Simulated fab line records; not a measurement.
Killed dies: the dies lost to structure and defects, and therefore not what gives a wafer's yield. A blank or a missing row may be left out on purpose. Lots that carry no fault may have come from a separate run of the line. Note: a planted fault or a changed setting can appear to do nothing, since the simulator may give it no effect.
Chamber matching    flow gf180mcu    3 sister chambers for GF_V3_CVD_02 on pecvd-02
The step deposits SiO2 from TEOS, target thk 850 nm, time 94.851 s. 20 wafers are shown with their chamber, then 10 later ones without.

WAFERS, EACH WITH ITS CHAMBER
wafer   chamber  heater_power_w (W)  rf_fwd_power_W (W)
L075.1  2        646                 596.5
L075.4  2        667                 596.2
L075.5  0        522                 598.0
L076.2  1        865                 598.5
L076.4  1        877                 597.4
L076.6  2        707                 595.5
L078.1  2        687                 598.4
L078.3  1        826                 595.9
L078.4  0        526                 599.0
L080.3  0        642                 597.5
L080.4  1        890                 596.3
L080.6  0        522                 597.2
L085.1  0        664                 597.6
L085.5  0        531                 595.8
L085.6  2        731                 595.8
L086.1  2        626                 597.5
L086.3  0        582                 598.6
L086.5  2        683                 595.1
L087.2  2        622                 596.6
L087.5  0        618                 597.0

SIGNATURES (averages over the wafers above)
reading         chamber 0  chamber 1  chamber 2  scatter within a chamber
heater_power_w  575.88     864.50     671.12     46.6
rf_fwd_power_W  597.587    597.025    596.450    1.06
Rule: a wafer lies at a distance from a chamber equal to the root of the sum of squares, over the readings, of (its reading less the chamber's mean, divided by the reading's scatter). If the next closest chamber is less than 2 further off than the closest, the wafer can't be placed; otherwise it belongs to the closest. The scatter is the square root of a quotient: the sum, over the shown wafers, of each reading's squared deviation from its chamber's mean, divided by wafers minus chambers.

WAFERS WHOSE CHAMBER IS MISSING
wafer   heater_power_w (W)  rf_fwd_power_W (W)
L087.6  641                 597.5
L091.1  680                 596.6
L091.3  846                 596.1
L091.4  725                 596.1
L093.2  822                 596.7
L093.3  661                 597.9
L093.4  694                 597.8
L097.1  750                 596.4
L097.2  647                 597.8
L097.3  539                 598.8

EACH ONE'S CHAMBER
wafer   from the rows above      in truth
L087.6  can't be placed: 2 or 0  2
L091.1  2                        2
L091.3  1                        1
L091.4  can't be placed: 2 or 1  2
L093.2  1                        1
L093.3  can't be placed: 2 or 0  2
L093.4  can't be placed: 2 or 0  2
L097.1  can't be placed: 2 or 1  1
L097.2  can't be placed: 2 or 0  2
L097.3  0                        0
Correct placement for 4 of the 10. Not placeable from these rows: 6 (in 6, the candidates include the true chamber). Wrongly placed: 0.
